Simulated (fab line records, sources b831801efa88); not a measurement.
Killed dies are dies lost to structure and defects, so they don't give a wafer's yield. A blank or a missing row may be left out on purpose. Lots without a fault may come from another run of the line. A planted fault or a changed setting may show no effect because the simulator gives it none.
Which tool did it? | flow sky130 | 12 lots, 36 wafers sampled, at 3 steps of a route of 708

WHAT THE GAUGES READ, wafer by wafer
SKY_FIELD_ISO_THK_MEAS_04.
lot  | measured    | on            | FIELD_ISO_CVD_03_THK (nm)
L694 | day 1 23:27 | film_metro-04 | 164.0 162.9 162.7
L695 | day 1 23:28 | film_metro-03 | 163.9 165.5 164.3
L696 | day 2 02:58 | film_metro-03 | 164.5 164.9 163.4
L697 | day 2 07:42 | film_metro-04 | 165.3 167.0 165.5
L698 | day 2 10:33 | film_metro-02 | 166.6 166.7 166.6
L700 | day 2 19:45 | film_metro-03 | 165.0 165.1 164.7
L705 | day 4 02:04 | film_metro-04 | 165.7 163.2 163.7
L708 | day 4 14:14 | film_metro-03 | 164.2 162.8 162.7
L713 | day 5 16:05 | film_metro-03 | 163.3 164.6 163.7
L714 | day 5 20:32 | film_metro-04 | 164.4 164.9 164.3
L716 | day 6 06:18 | film_metro-03 | 164.0 163.1 163.1
L717 | day 6 10:02 | film_metro-02 | 163.0 164.1 164.0

SKY_NWELL_THK_MEAS_02.
lot  | measured    | on            | NWELL_OXIDATION_THK (nm)
L694 | day 2 20:25 | film_metro-03 | 9.39 9.61 9.69
L695 | day 2 21:49 | film_metro-01 | 9.78 9.64 9.98
L696 | day 3 00:02 | film_metro-03 | 9.91 9.73 9.82
L697 | day 3 06:12 | film_metro-01 | 9.92 9.98 10.22
L698 | day 3 10:39 | film_metro-03 | 9.88 10.04 9.94
L700 | day 4 02:46 | film_metro-02 | 9.50 9.52 9.54
L705 | day 5 00:53 | film_metro-01 | 10.90 10.82 10.84 10.82 10.81 10.87
L708 | day 5 20:11 | film_metro-01 | 10.82 10.62 10.65 10.74 10.63 10.69
L713 | day 6 15:53 | film_metro-03 | 9.66 9.82 9.98
L714 | day 6 21:34 | film_metro-03 | 9.79 10.09 9.90
L716 | day 7 08:42 | film_metro-02 | 9.95 10.06 10.22
L717 | day 7 13:47 | film_metro-02 | 9.84 9.66 10.05

WHICH TOOL RAN EACH LOT (tool, then ch and the chambers of the sampled wafers, then the start)
lot  | SKY_FIELD_ISO_CMP_27
L694 | cmp-02 ch 1,2,3, day 2 17:31
L695 | cmp-01 ch 2,3, day 2 19:01
L696 | cmp-01 ch 1,3, day 2 21:08
L697 | cmp-02 ch 1,2,3, day 3 02:05
L698 | cmp-01 ch 0,1,3, day 3 07:52
L700 | cmp-02 ch 0,1,2, day 3 22:41
L705 | cmp-01 ch 0,3, day 4 22:33
L708 | cmp-02 ch 1,3, day 5 16:22
L713 | cmp-01 ch 2,3, day 6 13:38
L714 | cmp-01 ch 0,1,2, day 6 18:54
L716 | cmp-02 ch 0,2,3, day 7 06:08
L717 | cmp-01 ch 1,2,3, day 7 09:58
- SKY_FIELD_ISO_CMP_27: polishes, stops on Si3N4, t overpolish 16 s, target thk 457.8 nm.

WHAT THE TOOLS THEMSELVES READ (means of the sampled wafers that have a number; where no wafer has one, the mark that the record gives instead)
SKY_FIELD_ISO_CMP_27.
lot  | tool   | head_pressure_psi (psi) | motor_current_A (A) | overpolish_run_s (s) | time_to_endpoint_s (s)
L694 | cmp-02 | 4.002                   | 12.5                | 16.002               | 114
L695 | cmp-01 | 3.997                   | 11.9                | 16.000               | 110
L696 | cmp-01 | 4.000                   | 12.1                | 16.000               | 110
L697 | cmp-02 | 3.997                   | 12.6                | 16.004               | 114
L698 | cmp-01 | 4.002                   | 12.1                | 16.002               | 109
L700 | cmp-02 | 4.004                   | 12.6                | 16.002               | 111
L705 | cmp-01 | 3.999                   | 13.1                | 16.003               | 107
L708 | cmp-02 | 4.004                   | 11.8                | 16.003               | 114
L713 | cmp-01 | 4.009                   | 10.5                | 15.995               | 108
L714 | cmp-01 | 4.003                   | 11.3                | 16.008               | 112
L716 | cmp-02 | 3.998                   | 11.4                | 16.002               | 113
L717 | cmp-01 | 4.006                   | 11.4                | 15.991               | 110

THE ANSWER, worked out from the rows above alone
Rule: what is usual is taken from the lots themselves. Put in order of their means at a reading, lots are off if they are a third of the lots or fewer, leave a main group of 4 or more, and stand apart from it by a gap of 3 or more times the standard deviation of the main group's means; of several such gaps the widest counts. A main group whose means are all the same, to the digits that the tables above print for the reading, isn't used. A lot without any number at a reading at which 4 lots or more have one is off too. The other lots that the step has rows for count as sound. The gauges are gone through in route order, then the tools' own readings, and for those a lot's mean is taken as printed above. The first step at which some lot is off is used, and at that step the reading that is off furthest; a lot without a number counts as furthest.
Off: L705, L708, at SKY_NWELL_THK_MEAS_02 (NWELL_OXIDATION_THK). The main group: mean 9.84 nm, standard deviation 0.17.
A tool fits if, at a process step before that reading, it ran every lot that is off, and no sound lot after the first of them. The gauges at SKY_NWELL_THK_MEAS_02 are tried like those tools. One fits: film_metro-01 at SKY_NWELL_THK_MEAS_02. Its last sound lot is L697 (day 3 06:12), its first lot that is off L705 (day 5 00:53): a fault that began between those two fits.

WHAT THE SIMULATOR HAD PUT IN
Metrology matching offset: film_metro-01, from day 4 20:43 on, at SKY_NWELL_THK_MEAS_02. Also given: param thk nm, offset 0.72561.
Lots struck among those shown: L705, L708. The rule above found the same.
